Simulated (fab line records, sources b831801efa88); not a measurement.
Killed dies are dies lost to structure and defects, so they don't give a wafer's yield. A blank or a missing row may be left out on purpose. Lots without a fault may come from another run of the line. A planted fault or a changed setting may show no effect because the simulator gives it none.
Which tool did it? | flow sky130 | 11 lots, 33 wafers sampled, at 5 steps of a route of 708

WHAT THE GAUGES READ, wafer by wafer
SKY_VIA3_RS_MEAS_22: measures by four-point-probe. Usual: VIA3_W_RS 0.294 ohm/sq, standard deviation 0.0044.
lot  | measured     | on            | VIA3_W_RS (ohm/sq) | flag
L519 | day 40 02:34 | film_metro-01 | 0.292 0.291 0.295  |
L520 | day 40 16:46 | film_metro-02 | 0.296 0.296 0.295  |
L521 | day 40 20:41 | film_metro-02 | 0.300 0.296 0.292  |
L524 | day 41 16:17 | film_metro-01 | 0.297 0.292 0.295  |
L525 | day 42 11:01 | film_metro-02 | 0.283 0.297 0.286  |
L526 | day 42 11:30 | film_metro-04 | 0.292 0.294 0.293  |
L527 | day 42 19:45 | film_metro-01 | 0.296 0.291 0.293  |
L528 | day 42 23:20 | film_metro-04 | 0.288 0.296 0.289  |
L529 | day 43 14:29 | film_metro-01 | 0.295 0.296 0.288  |
L530 | day 43 18:00 | film_metro-04 | 0.297 0.287 0.298  |
L542 | day 46 08:04 | film_metro-01 | 0.301 0.296 0.295  |

SKY_VIA4_THK_MEAS_01. Usual: VIA4_HDPCVD_THK 1752 nm, standard deviation 14.
lot  | measured     | on            | VIA4_HDPCVD_THK (nm)          | flag
L519 | day 42 05:10 | film_metro-02 | 1763 1743 1762                |
L520 | day 42 19:34 | film_metro-02 | 1777 1751 1772                |
L521 | day 42 23:02 | film_metro-02 | 1742 1767 1740                |
L524 | day 43 17:19 | film_metro-03 | 1742 1756 1756                |
L525 | day 44 10:17 | film_metro-04 | 1737 1765 1745                |
L526 | day 44 11:10 | film_metro-04 | 1747 1730 1748                |
L527 | day 44 19:17 | film_metro-03 | 1742 2360 1736 1744 2360 1739 | OFF
L528 | day 44 21:34 | film_metro-03 | 1741 1740 1748                |
L529 | day 45 12:47 | film_metro-02 | 1730 1758 1744                |
L530 | day 45 15:45 | film_metro-03 | 1757 2374 1753 1761 2374 1754 | OFF
L542 | day 48 02:59 | film_metro-02 | 1760 1773 1739                |

WHICH TOOL RAN EACH LOT (tool, then ch and the chambers of the sampled wafers, then the start)
lot  | SKY_VIA3_CVD_21               | SKY_METAL4_ETCH_17                 | SKY_VIA4_HDPCVD_00
L519 | cvd_w-02 ch 0,1, day 40 02:27 | rie_diel-03 ch 1,2,3, day 42 04:12 | hdpcvd-02 ch 0,1,2, day 42 04:59
L520 | cvd_w-02 ch 0,1, day 40 16:38 | rie_diel-02 ch 0,1,2, day 42 18:33 | hdpcvd-02 ch 0,1,2, day 42 19:23
L521 | cvd_w-02 ch 1, day 40 20:34   | rie_diel-02 ch 0,1, day 42 22:04   | hdpcvd-02 ch 0,1, day 42 22:52
L524 | cvd_w-02 ch 0, day 41 16:03   | rie_diel-03 ch 1,3, day 43 16:21   | hdpcvd-01 ch 1,2, day 43 17:08
L525 | cvd_w-01 ch 0,1, day 42 10:53 | rie_diel-04 ch 0,1, day 44 09:18   | hdpcvd-01 ch 0,1,2, day 44 10:05
L526 | cvd_w-02 ch 0,1, day 42 11:21 | rie_diel-03 ch 0,1,2, day 44 10:10 | hdpcvd-01 ch 0,2, day 44 10:58
L527 | cvd_w-02 ch 0,1, day 42 19:37 | rie_diel-04 ch 0,2,3, day 44 18:18 | hdpcvd-01 ch 0,1,2, day 44 19:11
L528 | cvd_w-01 ch 0,1, day 42 23:13 | rie_diel-03 ch 2,3, day 44 20:34   | hdpcvd-02 ch 1,2, day 44 21:22
L529 | cvd_w-01 ch 0,1, day 43 14:20 | rie_diel-04 ch 0,2,3, day 45 11:48 | hdpcvd-02 ch 1,2, day 45 12:36
L530 | cvd_w-01 ch 0,1, day 43 17:53 | rie_diel-02 ch 0,1,3, day 45 14:43 | hdpcvd-01 ch 0,1, day 45 15:33
L542 | cvd_w-02 ch 0,1, day 46 07:57 | rie_diel-03 ch 0,2, day 48 01:58   | hdpcvd-02 ch 0,2, day 48 02:49
- SKY_VIA3_CVD_21: deposits W, target thk 390 nm, time 117.31 s.
- SKY_METAL4_ETCH_17: etches SiO2 in C4F8/O2/Ar, stops on TiN, time 3.9 s, target depth 15 nm.
- SKY_VIA4_HDPCVD_00: deposits SiO2, target thk 1750 nm, time 291.7 s.

WHAT THE TOOLS THEMSELVES READ (means of the sampled wafers that have a number; where no wafer has one, the mark that the record gives instead)
SKY_VIA3_CVD_21. Usual: heater_power_w 801 W, standard deviation 29.
lot  | tool     | heater_power_w (W) | flag
L519 | cvd_w-02 | 767                |
L520 | cvd_w-02 | 779                |
L521 | cvd_w-02 | 757                |
L524 | cvd_w-02 | 806                |
L525 | cvd_w-01 | 827                |
L526 | cvd_w-02 | 789                |
L527 | cvd_w-02 | 775                |
L528 | cvd_w-01 | 830                |
L529 | cvd_w-01 | 821                |
L530 | cvd_w-01 | 808                |
L542 | cvd_w-02 | 799                |

SKY_METAL4_ETCH_17. Usual: oes_product_au 0.753 a.u., standard deviation 0.0075.
lot  | tool        | oes_product_au (a.u.) | flag
L519 | rie_diel-03 | 0.751                 |
L520 | rie_diel-02 | 0.747                 |
L521 | rie_diel-02 | 0.746                 |
L524 | rie_diel-03 | 0.756                 |
L525 | rie_diel-04 | 0.751                 |
L526 | rie_diel-03 | 0.752                 |
L527 | rie_diel-04 | 0.759                 |
L528 | rie_diel-03 | 0.751                 |
L529 | rie_diel-04 | 0.750                 |
L530 | rie_diel-02 | 0.754                 |
L542 | rie_diel-03 | 0.748                 |

SKY_VIA4_HDPCVD_00. Usual: pressure_mtorr 6.002 mTorr, standard deviation 0.01; run_length_s 319.5 s, standard deviation 0.6.
lot  | tool      | pressure_mtorr (mTorr) | run_length_s (s) | flag
L519 | hdpcvd-02 | 6.001                  | 319.3            |
L520 | hdpcvd-02 | 6.006                  | 319.5            |
L521 | hdpcvd-02 | 6.006                  | 319.4            |
L524 | hdpcvd-01 | 6.001                  | 319.1            |
L525 | hdpcvd-01 | 5.995                  | 319.6            |
L526 | hdpcvd-01 | 6.015                  | 320.0            |
L527 | hdpcvd-01 | 6.002                  | 354.7            | OFF
L528 | hdpcvd-02 | 6.003                  | 319.0            |
L529 | hdpcvd-02 | 6.001                  | 319.1            |
L530 | hdpcvd-01 | 5.999                  | 354.4            | OFF
L542 | hdpcvd-02 | 6.004                  | 319.6            |

THE ANSWER, worked out from the rows above alone
Rule: a lot is off if the mean of its wafers that have a number lies more than 3 standard deviations from the usual mean. A lot without any number at a reading at which 4 lots or more have one is off too. The other lots that the step has rows for count as sound. The gauges are gone through in route order, then the tools' own readings, and for those a lot's mean is taken as printed above. The first step at which some lot is off is used, and at that step the reading that is off furthest; a lot without a number counts as furthest.
Off: L527, L530, at SKY_VIA4_THK_MEAS_01 (VIA4_HDPCVD_THK).
A tool fits if, at a process step before that reading, it ran every lot that is off, and no sound lot after the first of them. The gauges at SKY_VIA4_THK_MEAS_01 aren't tried: what is off there is off at SKY_VIA4_HDPCVD_00 too, on other tools, and a gauge's error can't cause that. One fits: hdpcvd-01 at SKY_VIA4_HDPCVD_00. Its last sound lot is L526 (day 44 10:58), its first lot that is off L527 (day 44 19:11): a fault that began between those two fits.
The tool's own readings at SKY_VIA4_HDPCVD_00 bear it out: on the lots that are off they differ by more than 5 times the standard deviation of the sound lots' means. run_length_s reads 354.5 s there against 319.4 s on the sound lots.

WHAT THE SIMULATOR HAD PUT IN
Process parameter drift: hdpcvd-01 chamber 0, from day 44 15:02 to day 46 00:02, at SKY_VIA4_HDPCVD_00. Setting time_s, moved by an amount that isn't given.
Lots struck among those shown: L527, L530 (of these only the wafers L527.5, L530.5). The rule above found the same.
